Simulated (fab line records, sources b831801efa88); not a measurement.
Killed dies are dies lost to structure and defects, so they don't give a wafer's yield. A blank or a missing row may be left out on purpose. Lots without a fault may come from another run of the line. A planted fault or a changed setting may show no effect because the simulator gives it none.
A struck lot beside a sound one | flow sky130 | 23 steps out of a route of 708
Sound: wafers L191.1, L191.2, L191.5. Struck: wafers L199.1, L199.2, L199.5. The cause comes at the end.
At each step with rows: each side's tool, then ch and its chambers, then its first start. Under that, the readings that differ: sound wafers | struck wafers | difference of the means | sigmas: that difference in standard deviations of wafers without a fault.
alike: readings whose means differ by less than 2 such deviations, and words and numbers that are the same on both sides. not compared: withheld readings, readings that some wafer has no value for, bounds like >300 that may hide the same value, and numbers for which the record gives no deviation and whose values overlap.
The two part at a step that has a row with sigmas, a row that says differs or no value, or rows on one side only. Numbers that don't overlap but have no deviation are shown without sigmas and don't part them. A reading that every wafer of one side lacks parts them only if that side has two wafers or more.

first, 8 steps without rows for these wafers: SKY_LDD_N_IMPLANT_08; SKY_LDD_N_IMPLANT_09; SKY_LDD_N_IMPLANT_10; SKY_LDD_N_IMPLANT_11; SKY_LDD_N_IMPLANT_12; SKY_LDD_N_IMPLANT_13; SKY_LDD_N_IMPLANT_14; SKY_LDD_N_IMPLANT_15.
SKY_LDD_N_STRIP_16: strips in O2/N2.
  sound on plasma_asher-03 ch 0,1, day 20 00:00; struck on plasma_asher-02 ch 0,1, day 22 12:58
  alike: drypump_motor_current_A, oes_product_au, strip_time_to_endpoint_s
  not compared: rf_hours_counter_h
SKY_LDD_N_TW_MEAS_17:
  sound on film_metro-04, day 20 00:06; struck on film_metro-01, day 22 13:04
  alike: LDD_N_TW
then, 2 steps without rows for these wafers: SKY_LDD_P_DEHYDRATE_00 (time 60 s); SKY_LDD_P_HMDS_01 (prime time 60 s).
SKY_LDD_P_COAT_02: resist thk 1140 nm.
  sound on litho_track-01 ch 0, day 20 15:28; struck on litho_track-01 ch 0, day 23 03:37
  reading              | sound                | struck               | difference | sigmas
  spin_speed_rpm (rpm) | 3000.0 3000.8 3003.2 | 3042.2 3046.1 3043.4 | +42.6      | +24
  not compared: model.NOVOLAK_of_LDD_P_COAT_02.thk_nm
then, 3 steps without rows for these wafers: SKY_LDD_P_SOFTBAKE_03 (time 60 s); SKY_LDD_P_EXPOSE_04 (exposes mask PSDM, target cd 380 nm); SKY_LDD_P_PEB_05.
SKY_LDD_P_DEVELOP_06: develop time 60 s.
  sound on litho_track-02 ch 0, day 21 06:25; struck on litho_track-01 ch 0, day 23 18:28
  reading                                    | sound          | struck         | difference | sigmas
  model.NOVOLAK_of_LDD_P_COAT_02.thk_nm (nm) | 1134 1137 1140 | 1132 1131 1133 | -5         |
SKY_LDD_P_CD_MEAS_07: target cd 380 nm.
  sound on cd_sem-02, day 21 06:34; struck on cd_sem-02, day 23 18:37
  alike: cd_nm
SKY_LDD_P_OVL_MEAS_08:
  sound on overlay-01, day 21 06:41; struck on overlay-01, day 23 18:44
  alike: LDD_P_OVL
then, 1 step without rows for these wafers: SKY_LDD_P_IMPLANT_09.
SKY_LDD_P_STRIP_10: strips in O2/N2.
  sound on plasma_asher-02 ch 0,1, day 21 06:52; struck on plasma_asher-03 ch 0,1, day 23 18:55
  alike: drypump_motor_current_A, oes_product_au, strip_time_to_endpoint_s
  not compared: rf_hours_counter_h
SKY_LDD_P_TW_MEAS_11:
  sound on film_metro-02, day 21 06:58; struck on film_metro-03, day 23 19:01
  alike: LDD_P_TW
-- the record jumps here: 25 days lie between the struck wafers' starts before and after (it left off in module LDD_P and takes up again in module PAD_OPEN, whose first step shown is number 708 of the route) --
SKY_PAD_OPEN_PROBE_99:
  the record has rows for the struck wafers here (prober-02, day 48 15:24) and none for the sound ones

WHERE THEY PART
First at SKY_LDD_P_COAT_02; last, within this record, at SKY_PAD_OPEN_PROBE_99.

WHY: what the simulator had put in
Process parameter drift: litho_track-01, from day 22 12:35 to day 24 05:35, at SKY_LDD_P_COAT_02. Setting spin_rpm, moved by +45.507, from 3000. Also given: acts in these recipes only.
